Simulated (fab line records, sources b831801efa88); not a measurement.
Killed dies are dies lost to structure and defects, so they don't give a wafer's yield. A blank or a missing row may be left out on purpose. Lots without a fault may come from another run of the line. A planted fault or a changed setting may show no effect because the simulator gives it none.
Which tool did it? | flow gf180mcu | 24 lots, 72 wafers sampled, at 6 steps of a route of 602

WHAT THE GAUGES READ, wafer by wafer
GF_V4_BOW_MEAS_05. Usual: V4_BOW 139 um, standard deviation 8.8.
lot  | measured     | on            | V4_BOW (um) | flag
L074 | day 23 16:50 | film_metro-04 | 135 145 149 |
L075 | day 24 04:44 | film_metro-02 | 141 131 140 |
L076 | day 24 17:08 | film_metro-02 | 150 134 153 |
L077 | day 25 05:02 | film_metro-02 | 154 156 153 |
L078 | day 25 06:44 | film_metro-01 | 124 135 114 |
L079 | day 25 10:41 | film_metro-04 | 148 143 151 |
L080 | day 25 19:31 | film_metro-02 | 139 143 142 |
L082 | day 26 06:16 | film_metro-02 | 143 144 137 |
L081 | day 26 06:25 | film_metro-04 | 152 139 136 |
L084 | day 26 23:31 | film_metro-01 | 136 133 137 |
L083 | day 27 01:46 | film_metro-04 | 150 135 137 |
L085 | day 27 07:29 | film_metro-04 | 137 124 148 |
L086 | day 27 17:43 | film_metro-02 | 124 149 136 |
L087 | day 27 19:34 | film_metro-04 | 131 138 142 |
L088 | day 28 02:55 | film_metro-02 | 131 142 144 |
L089 | day 28 10:33 | film_metro-02 | 136 136 139 |
L090 | day 28 21:38 | film_metro-04 | 138 131 128 |
L091 | day 29 02:50 | film_metro-01 | 138 145 139 |
L092 | day 29 04:03 | film_metro-02 | 128 139 133 |
L093 | day 29 14:13 | film_metro-02 | 132 147 144 |
L094 | day 29 22:05 | film_metro-01 | 143 122 133 |
L095 | day 29 22:07 | film_metro-02 | 130 121 130 |
L096 | day 30 01:12 | film_metro-04 | 144 143 150 |
L097 | day 30 02:26 | film_metro-01 | 129 121 130 |

GF_V4_RS_MEAS_24: measures by four-point-probe. Usual: V4_W_RS 0.328 ohm/sq, standard deviation 0.0032.
lot  | measured     | on            | V4_W_RS (ohm/sq)  | flag
L074 | day 24 15:51 | film_metro-04 | 0.330 0.329 0.320 |
L075 | day 25 03:40 | film_metro-01 | 0.323 0.331 0.320 |
L076 | day 25 15:08 | film_metro-04 | 0.323 0.331 0.329 |
L077 | day 26 02:52 | film_metro-02 | 0.326 0.327 0.321 |
L078 | day 26 04:52 | film_metro-02 | 0.331 0.328 0.330 |
L079 | day 26 09:12 | film_metro-04 | 0.333 0.324 0.322 |
L080 | day 26 17:20 | film_metro-04 | 0.331 0.329 0.333 |
L082 | day 27 03:34 | film_metro-02 | 0.326 0.329 0.327 |
L081 | day 27 03:55 | film_metro-04 | 0.331 0.327 0.333 |
L084 | day 27 20:20 | film_metro-01 | 0.331 0.325 0.328 |
L083 | day 27 23:03 | film_metro-01 | 0.333 0.329 0.327 |
L085 | day 28 04:29 | film_metro-02 | 0.325 0.328 0.328 |
L086 | day 28 14:33 | film_metro-04 | 0.327 0.329 0.328 |
L087 | day 28 16:43 | film_metro-02 | 0.329 0.329 0.330 |
L088 | day 28 23:15 | film_metro-01 | 0.325 0.332 0.330 |
L089 | day 29 06:44 | film_metro-01 | 0.328 0.330 0.324 |
L090 | day 29 17:25 | film_metro-01 | 0.331 0.328 0.329 |
L091 | day 29 23:19 | film_metro-01 | 0.330 0.330 0.328 |
L092 | day 30 00:23 | film_metro-01 | 0.324 0.322 0.326 |
L093 | day 30 10:22 | film_metro-02 | 0.326 0.326 0.326 |
L094 | day 30 18:05 | film_metro-02 | 0.330 0.329 0.332 |
L095 | day 30 17:41 | film_metro-04 | 0.329 0.325 0.328 |
L096 | day 30 20:37 | film_metro-01 | 0.330 0.329 0.328 |
L097 | day 30 22:14 | film_metro-02 | 0.327 0.327 0.328 |

WHICH TOOL RAN EACH LOT (tool, then ch and the chambers of the sampled wafers, then the start)
lot  | GF_V2_CMP_04                  | GF_M4_METAL_ETCH_16               | GF_V4_ETCH_17                                 | GF_V4_SPUTTER_22
L074 | cmp-01 ch 0,2,3, day 19 12:34 | rie_metal-04 ch 0,1, day 23 15:35 | rie_diel-02 ch 0,3, day 24 15:40 or earlier   | pvd_sputter-03, day 24 15:40
L075 | cmp-01 ch 0,1,2, day 20 02:23 | rie_metal-04 ch 0,1, day 24 03:29 | rie_diel-03 ch 0,1,2, day 25 03:31 or earlier | pvd_sputter-03, day 25 03:31
L076 | cmp-02 ch 0,2,3, day 20 14:44 | rie_metal-01 ch 0,1, day 24 15:53 | rie_diel-03 ch 0,2,3, day 25 14:59 or earlier | pvd_sputter-01, day 25 14:59
L077 | cmp-01 ch 0,3, day 21 03:41   | rie_metal-04 ch 0,1, day 25 03:24 | rie_diel-03 ch 0,1,2, day 26 02:43 or earlier | pvd_sputter-02, day 26 02:43
L078 | cmp-02 ch 0,1,3, day 21 05:14 | rie_metal-02 ch 0,1, day 25 05:03 | rie_diel-02 ch 0,1,2, day 26 04:43 or earlier | pvd_sputter-02, day 26 04:43
L079 | cmp-02 ch 0,1,2, day 21 09:53 | rie_metal-01 ch 0,1, day 25 09:26 | rie_diel-03 ch 0,1,3, day 26 09:03 or earlier | pvd_sputter-03, day 26 09:03
L080 | cmp-01 ch 2,3, day 21 20:31   | rie_metal-02 ch 0,1, day 25 18:18 | rie_diel-03 ch 0,2,3, day 26 17:09 or earlier | pvd_sputter-02, day 26 17:09
L082 | cmp-02 ch 0,1, day 22 07:32   | rie_metal-01 ch 0,1, day 26 05:00 | rie_diel-03 ch 0,3, day 27 03:25 or earlier   | pvd_sputter-03, day 27 03:25
L081 | cmp-02 ch 0,1,2, day 22 08:07 | rie_metal-04 ch 0,1, day 26 05:02 | rie_diel-02 ch 0,3, day 27 03:46 or earlier   | pvd_sputter-01, day 27 03:46
L084 | cmp-01 ch 0,1,2, day 23 03:04 | rie_metal-02 ch 0,1, day 26 22:12 | rie_diel-02 ch 0,1,3, day 27 20:07 or earlier | pvd_sputter-01, day 27 20:07
L083 | cmp-01 ch 0,1,2, day 23 03:25 | rie_metal-04 ch 0,1, day 27 00:12 | rie_diel-03 ch 0,2,3, day 27 22:52 or earlier | pvd_sputter-03, day 27 22:52
L085 | cmp-01 ch 1,3, day 23 12:37   | rie_metal-04 ch 0,1, day 27 06:14 | rie_diel-02 ch 1,3, day 28 04:13 or earlier   | pvd_sputter-02, day 28 04:13
L086 | cmp-01 ch 0,1,2, day 23 22:26 | rie_metal-01 ch 0,1, day 27 16:29 | rie_diel-03 ch 0,2,3, day 28 14:22 or earlier | pvd_sputter-01, day 28 14:22
L087 | cmp-02 ch 1,2, day 24 01:19   | rie_metal-02 ch 0,1, day 27 18:19 | rie_diel-02 ch 0,3, day 28 16:30 or earlier   | pvd_sputter-01, day 28 16:30
L088 | cmp-01 ch 0,2,3, day 24 08:56 | rie_metal-01 ch 0, day 28 01:41   | rie_diel-02 ch 0,1,3, day 28 22:59 or earlier | pvd_sputter-01, day 28 22:59
L089 | cmp-01 ch 0,3, day 24 18:31   | rie_metal-02 ch 0,1, day 28 09:17 | rie_diel-01 ch 2,3, day 29 06:28 or earlier   | pvd_sputter-01, day 29 06:28
L090 | cmp-01 ch 0,1,2, day 25 06:14 | rie_metal-04 ch 0,1, day 28 20:20 | rie_diel-01 ch 0,2,3, day 29 17:13 or earlier | pvd_sputter-02, day 29 17:13
L091 | cmp-01 ch 1,2, day 25 11:57   | rie_metal-01 ch 0,1, day 29 01:30 | rie_diel-02 ch 1,2,3, day 29 23:10 or earlier | pvd_sputter-01, day 29 23:10
L092 | cmp-01 ch 0,1, day 25 13:44   | rie_metal-04 ch 0,1, day 29 02:48 | rie_diel-03 ch 1,3, day 30 00:13 or earlier   | pvd_sputter-03, day 30 00:13
L093 | cmp-02 ch 0,1,3, day 26 00:39 | rie_metal-01 ch 0,1, day 29 12:57 | rie_diel-01 ch 0,1,2, day 30 10:10 or earlier | pvd_sputter-03, day 30 10:10
L094 | cmp-01 ch 1,2,3, day 26 07:57 | rie_metal-01 ch 0,1, day 29 20:50 | rie_diel-01 ch 2,3, day 30 17:56 or earlier   | pvd_sputter-02, day 30 17:56
L095 | cmp-01 ch 1,2, day 26 09:28   | rie_metal-04 ch 0,1, day 29 20:54 | rie_diel-02 ch 2,3, day 30 17:30 or earlier   | pvd_sputter-03, day 30 17:30
L096 | cmp-02 ch 1,2, day 26 12:47   | rie_metal-01 ch 0,1, day 29 23:56 | rie_diel-02 ch 0,2,3, day 30 20:28 or earlier | pvd_sputter-01, day 30 20:28
L097 | cmp-02 ch 2,3, day 26 13:57   | rie_metal-04 ch 0,1, day 30 01:11 | rie_diel-03 ch 0,1,3, day 30 22:01 or earlier | pvd_sputter-02, day 30 22:01
- GF_V2_CMP_04: polishes SiO2.
- GF_M4_METAL_ETCH_16: etches the open film in Cl2/BCl3, stops on SiO2, target depth 750.8 nm, time 125.1 s.
- GF_V4_ETCH_17: etches SiO2 in C4F8/O2/Ar, stops on TiN, target depth 630 nm.
- GF_V4_SPUTTER_22: material TiN, target thk 10 nm, time 40 s.

WHAT THE TOOLS THEMSELVES READ (means of the sampled wafers that have a number; where no wafer has one, the mark that the record gives instead)
GF_V2_CMP_04. Usual: motor_current_A 11.7 A, standard deviation 1.2; platen_rpm 60.00 rpm, standard deviation 0.04; slurry_flow_ml_min 150.0, standard deviation 0.5; time_to_endpoint_s 81 s, standard deviation 5.2.
lot  | tool   | motor_current_A (A) | platen_rpm (rpm) | slurry_flow_ml_min | time_to_endpoint_s (s) | flag
L074 | cmp-01 | 11.8                | 59.98            | 150.0              | 82                     |
L075 | cmp-01 | 11.4                | 60.02            | 150.3              | 75                     |
L076 | cmp-02 | 12.0                | 60.02            | 150.0              | 82                     |
L077 | cmp-01 | 10.8                | 60.00            | 150.0              | 80                     |
L078 | cmp-02 | 11.0                | 59.98            | 149.6              | 83                     |
L079 | cmp-02 | 12.2                | 59.97            | 149.8              | 86                     |
L080 | cmp-01 | 12.6                | 60.00            | 149.7              | 80                     |
L082 | cmp-02 | 11.8                | 59.99            | 149.8              | 85                     |
L081 | cmp-02 | 12.3                | 59.98            | 150.1              | 81                     |
L084 | cmp-01 | 11.6                | 59.96            | 150.3              | 75                     |
L083 | cmp-01 | 11.8                | 60.01            | 150.4              | 77                     |
L085 | cmp-01 | 11.6                | 60.01            | 150.2              | 80                     |
L086 | cmp-01 | 12.1                | 60.00            | 150.1              | 79                     |
L087 | cmp-02 | 12.5                | 60.00            | 150.2              | 78                     |
L088 | cmp-01 | 11.9                | 60.00            | 150.1              | 78                     |
L089 | cmp-01 | 11.4                | 60.03            | 150.3              | 82                     |
L090 | cmp-01 | 11.8                | 60.03            | 150.3              | 86                     |
L091 | cmp-01 | 12.0                | 60.01            | 149.4              | 75                     |
L092 | cmp-01 | 11.6                | 59.99            | 150.6              | 85                     |
L093 | cmp-02 | 11.1                | 60.03            | 150.1              | 87                     |
L094 | cmp-01 | 12.1                | 59.97            | 149.9              | 79                     |
L095 | cmp-01 | 13.0                | 59.98            | 150.2              | 77                     |
L096 | cmp-02 | 11.8                | 60.03            | 150.2              | 80                     |
L097 | cmp-02 | 10.6                | 59.97            | 149.7              | 91                     |

GF_M4_METAL_ETCH_16. Usual: drypump_motor_current_A 5.71 A, standard deviation 0.24; oes_product_au 0.987 a.u., standard deviation 0.008; throttle_valve_pct 28.234 %, standard deviation 0.012.
lot  | tool         | drypump_motor_current_A (A) | oes_product_au (a.u.) | throttle_valve_pct (%) | flag
L074 | rie_metal-04 | 5.93                        | 0.990                 | 28.229                 |
L075 | rie_metal-04 | 5.94                        | 0.993                 | 28.225                 |
L076 | rie_metal-01 | 5.60                        | 0.996                 | 28.223                 |
L077 | rie_metal-04 | 5.89                        | 0.986                 | 28.234                 |
L078 | rie_metal-02 | 5.39                        | 0.987                 | 28.235                 |
L079 | rie_metal-01 | 5.73                        | 0.979                 | 28.248                 |
L080 | rie_metal-02 | 5.40                        | 0.993                 | 28.227                 |
L082 | rie_metal-01 | 5.60                        | 0.994                 | 28.220                 |
L081 | rie_metal-04 | 5.97                        | 0.984                 | 28.239                 |
L084 | rie_metal-02 | 5.38                        | 0.991                 | 28.241                 |
L083 | rie_metal-04 | 5.94                        | 0.993                 | 28.221                 |
L085 | rie_metal-04 | 5.94                        | 0.981                 | 28.232                 |
L086 | rie_metal-01 | 5.59                        | 0.993                 | 28.229                 |
L087 | rie_metal-02 | 5.42                        | 0.991                 | 28.228                 |
L088 | rie_metal-01 | 5.43                        | 0.992                 | 28.220                 |
L089 | rie_metal-02 | 5.43                        | 0.987                 | 28.227                 |
L090 | rie_metal-04 | 5.94                        | 0.991                 | 28.227                 |
L091 | rie_metal-01 | 5.73                        | 0.990                 | 28.239                 |
L092 | rie_metal-04 | 5.94                        | 0.983                 | 28.235                 |
L093 | rie_metal-01 | 5.59                        | 0.989                 | 28.230                 |
L094 | rie_metal-01 | 5.61                        | 0.990                 | 28.231                 |
L095 | rie_metal-04 | 5.92                        | 0.987                 | 28.232                 |
L096 | rie_metal-01 | 5.73                        | 0.986                 | 28.243                 |
L097 | rie_metal-04 | 5.91                        | 0.982                 | 28.250                 |

GF_V4_ETCH_17. Usual: oes_product_au 0.857 a.u., standard deviation 0.0041.
lot  | tool        | oes_product_au (a.u.) | flag
L074 | rie_diel-02 | 0.859                 |
L075 | rie_diel-03 | 0.862                 |
L076 | rie_diel-03 | 0.857                 |
L077 | rie_diel-03 | 0.857                 |
L078 | rie_diel-02 | 0.858                 |
L079 | rie_diel-03 | 0.860                 |
L080 | rie_diel-03 | 0.854                 |
L082 | rie_diel-03 | 0.860                 |
L081 | rie_diel-02 | 0.855                 |
L084 | rie_diel-02 | 0.855                 |
L083 | rie_diel-03 | 0.858                 |
L085 | rie_diel-02 | 0.857                 |
L086 | rie_diel-03 | 0.859                 |
L087 | rie_diel-02 | 0.856                 |
L088 | rie_diel-02 | 0.857                 |
L089 | rie_diel-01 | 0.854                 |
L090 | rie_diel-01 | 0.855                 |
L091 | rie_diel-02 | 0.862                 |
L092 | rie_diel-03 | 0.857                 |
L093 | rie_diel-01 | 0.857                 |
L094 | rie_diel-01 | 0.857                 |
L095 | rie_diel-02 | 0.854                 |
L096 | rie_diel-02 | 0.854                 |
L097 | rie_diel-03 | 0.855                 |

GF_V4_SPUTTER_22. Usual: throttle_valve_pct 30.2 %, standard deviation 1.1.
lot  | tool           | throttle_valve_pct (%) | flag
L074 | pvd_sputter-03 | 29.4                   |
L075 | pvd_sputter-03 | 29.3                   |
L076 | pvd_sputter-01 | 30.4                   |
L077 | pvd_sputter-02 | 31.0                   |
L078 | pvd_sputter-02 | 31.0                   |
L079 | pvd_sputter-03 | 29.5                   |
L080 | pvd_sputter-02 | 31.7                   |
L082 | pvd_sputter-03 | 28.9                   |
L081 | pvd_sputter-01 | 30.7                   |
L084 | pvd_sputter-01 | 29.8                   |
L083 | pvd_sputter-03 | 28.9                   |
L085 | pvd_sputter-02 | 30.9                   |
L086 | pvd_sputter-01 | 30.4                   |
L087 | pvd_sputter-01 | 30.0                   |
L088 | pvd_sputter-01 | 29.8                   |
L089 | pvd_sputter-01 | 30.0                   |
L090 | pvd_sputter-02 | 31.7                   |
L091 | pvd_sputter-01 | 30.3                   |
L092 | pvd_sputter-03 | 29.4                   |
L093 | pvd_sputter-03 | 29.3                   |
L094 | pvd_sputter-02 | 31.4                   |
L095 | pvd_sputter-03 | 29.0                   |
L096 | pvd_sputter-01 | 29.9                   |
L097 | pvd_sputter-02 | 30.9                   |

THE ANSWER, worked out from the rows above alone
Rule: a lot is off if the mean of its wafers that have a number lies more than 3 standard deviations from the usual mean. A lot without any number at a reading at which 4 lots or more have one is off too. The other lots that the step has rows for count as sound. The gauges are gone through in route order, then the tools' own readings, and for those a lot's mean is taken as printed above. The first step at which some lot is off is used, and at that step the reading that is off furthest; a lot without a number counts as furthest.
No lot is off at any reading shown: from this, nothing can be told.

WHAT THE SIMULATOR HAD PUT IN
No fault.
